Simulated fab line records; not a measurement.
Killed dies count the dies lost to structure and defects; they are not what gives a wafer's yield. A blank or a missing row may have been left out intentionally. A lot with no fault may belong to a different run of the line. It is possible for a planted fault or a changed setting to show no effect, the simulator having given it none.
A struck lot beside a sound one    flow sky130    32 out of 708 route steps
Sound: these wafers, L923.1, L923.2, L923.4. Wafers struck: L927.1, L927.3, L927.6. Last of all comes the cause.
Order at every step that has rows: each side's tool, ch and its chambers, its first start. Under that, the readings that differ: sound wafers    struck wafers    difference of the means    sigmas: that difference in standard deviations of wafers without a fault.
alike: same words and numbers on both sides, and readings whose means sit less than 2 such deviations apart. not compared: any withheld reading, any reading some wafer has no value for, any bound like >300 that may hide the same value, and any number with overlapping values for which the record gives no deviation.
A row with sigmas, a row that says differs or no value, or rows on one side alone: a step with any of these is where the two part. When numbers do not overlap yet have no deviation, they are printed without sigmas and do not part them. A reading that every wafer of one side lacks parts them only if that side has two wafers or more.

SKY_PWDE_OVL_MEAS_07:
  sound on overlay-01 at day 5 16:50; struck on overlay-01 at day 6 15:41
  alike: PWDE_OVL
next, for these wafers, 1 step has no rows: SKY_PWDE_IMPLANT_08.
SKY_PWDE_STRIP_09: strips in O2/N2.
  sound on plasmaAsher-01 ch 0,1, day 5 17:10; struck on plasmaAsher-04 ch 0,1, day 6 15:52
  alike: drypumpMotorCurrentA, oesProductAu, stripTimeToEndpointS
  not compared: rfHoursCounterH
SKY_PWDE_TW_MEAS_10:
  sound on filmMetro-02 at day 5 17:16; struck on filmMetro-02 at day 6 15:58
  alike: PWDE_TW
then, 7 steps without rows for these wafers: SKY_NWELL_DEHYDRATE_03 (time 60 s); SKY_NWELL_HMDS_04 (prime time 60 s); SKY_NWELL_COAT_05 (resist thk 3000 nm); SKY_NWELL_SOFTBAKE_06; SKY_NWELL_EXPOSE_07 (exposes mask NWM, target cd 840 nm); SKY_NWELL_PEB_08; SKY_NWELL_DEVELOP_09 (develop time 60 s).
SKY_NWELL_OVL_MEAS_10:
  sound on overlay-01 at day 6 11:44; struck on overlay-02 at day 7 11:30
  alike: NWELL_00_OVL
SKY_NWELL_IMPLANT_11:
  sound on implanter-02 ch 0, day 6 11:46; struck on implanter-03 ch 0, day 7 11:32
reading                   sound                 struck                difference  sigmas
beamEnergyKeV             399.99 400.03 400.04  359.91 360.15 359.87  -40.04      -99 or more
model.implant.rpNm (nm)   509.6 509.6 509.6     442.4 442.4 442.4     -67.2       
model.implant.drpNm (nm)  116.9 116.9 116.9     110.3 110.3 110.3     -6.6        
then, 2 steps without rows for these wafers: SKY_NWELL_IMPLANT_12; SKY_NWELL_IMPLANT_13.
SKY_NWELL_STRIP_14: strips in O2/N2.
  sound on plasmaAsher-04 ch 0,1, day 6 12:13; struck on plasmaAsher-04 ch 0,1, day 7 11:59
  alike: drypumpMotorCurrentA, oesProductAu, stripTimeToEndpointS
  not compared: rfHoursCounterH
SKY_NWELL_TW_MEAS_15:
  sound on filmMetro-04 at day 6 12:19; struck on filmMetro-04 at day 7 12:05
reading   sound           struck          difference  sigmas
NWELL_TW  1807 1813 1808  1793 1793 1792  -17         -2
then, 7 steps without rows for these wafers: SKY_NWELL_DEHYDRATE_16 (time 60 s); SKY_NWELL_HMDS_17 (prime time 60 s); SKY_NWELL_COAT_18 (resist thk 3000 nm); SKY_NWELL_SOFTBAKE_19; SKY_NWELL_EXPOSE_20 (exposes mask NWM COMPLEMENT, target cd 840 nm); SKY_NWELL_PEB_21; SKY_NWELL_DEVELOP_22 (develop time 60 s).
SKY_NWELL_OVL_MEAS_23:
  sound on overlay-01 at day 7 07:34; struck on overlay-02 at day 8 08:02
  alike: NWELL_01_OVL
next, for these wafers, 1 step has no rows: SKY_NWELL_IMPLANT_24.
SKY_NWELL_STRIP_25: strips in O2/N2.
  sound on plasmaAsher-04 ch 0,1, day 7 07:46; struck on plasmaAsher-04 ch 0,1, day 8 08:13
  alike: drypumpMotorCurrentA, oesProductAu, stripTimeToEndpointS
  not compared: rfHoursCounterH
SKY_NWELL_TW_MEAS_26:
  sound on filmMetro-04 at day 7 07:52; struck on filmMetro-02 at day 8 08:19
reading     sound              struck             difference  sigmas
NWELL_2_TW  493.9 492.3 491.6  498.2 494.7 498.3  +4.5        +2
then, 1 step without rows for these wafers: SKY_NWELL_CLEAN_27 (cleans in SC1/SC2, time 150 s).
SKY_NWELL_RTA_28: time 30 s.
  sound on rtpAnneal-01 ch 0, day 7 07:58; struck on rtpAnneal-01 ch 0, day 8 08:26
  alike: lampPowerPct, wafer_temp_C_max
SKY_NWELL_RS_MEAS_29: a four-point-probe measurement.
  sound on filmMetro-02 at day 7 08:05; struck on filmMetro-03 at day 8 08:54
reading            sound              struck             difference  sigmas
NWELL_RS (ohm/sq)  624.1 623.6 624.6  643.5 641.8 640.7  +17.9       +11
  not compared: hold
-- the record jumps here: 40 days lie between the struck wafers' starts before and after (it left off in module NWELL and takes up again in module PAD_OPEN, whose first step shown is number 708 of the route) --
SKY_PAD_OPEN_PROBE_99:
  sound on prober-01 at day 47 20:47; struck on prober-01 at day 48 17:27
reading                              sound                          struck                         difference  sigmas
model.etest.pfet_16v.rOnOhmUm        1.487e+04 1.483e+04 1.446e+04  1.545e+04 1.565e+04 1.538e+04  +7.733e+02  
model.etest.resNwell.lineOhmUm       1097 1081 1041                 1530 1570 1499                 +460        
model.etest.resNwell.rsOhmSq         903.4 902.6 864.6              1236 1275 1220                 +353        
model.etest.pfetG5v0d10v5.rOnOhmUm   4701 4750 4694                 4804 4781 4826                 +89         
model.etest.tip_p_5v.rsOhmSq         2830 2789 2805                 2980 2974 2978                 +169        
model.etest.resNwell.widthNm (nm)    830.4 831.6 819.6              816.4 814.4 814.9              -12.0       
model.etest.pfetG5v0d10v5.driveUaUm  346.9 342.6 345.1              330.9 337.6 331.1              -11.7       
  alike: killed_at_M0_to_M3, killed_at_M4_up, killedAtContacts, killedAtFrontEnd, killedAtOther, killedDies, killedOpen, killedShort
  not compared: model.etest.resIsoPwell.widthNm

WHERE THEY PART
Earliest at SKY_NWELL_IMPLANT_11; latest, in this record, at SKY_NWELL_RS_MEAS_29. Later steps at which nothing parts them and some readings are alike: SKY_PAD_OPEN_PROBE_99.

WHY: what had been put in by the simulator
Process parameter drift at SKY_NWELL_IMPLANT_11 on implanter-03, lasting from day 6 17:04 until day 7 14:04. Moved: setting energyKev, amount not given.
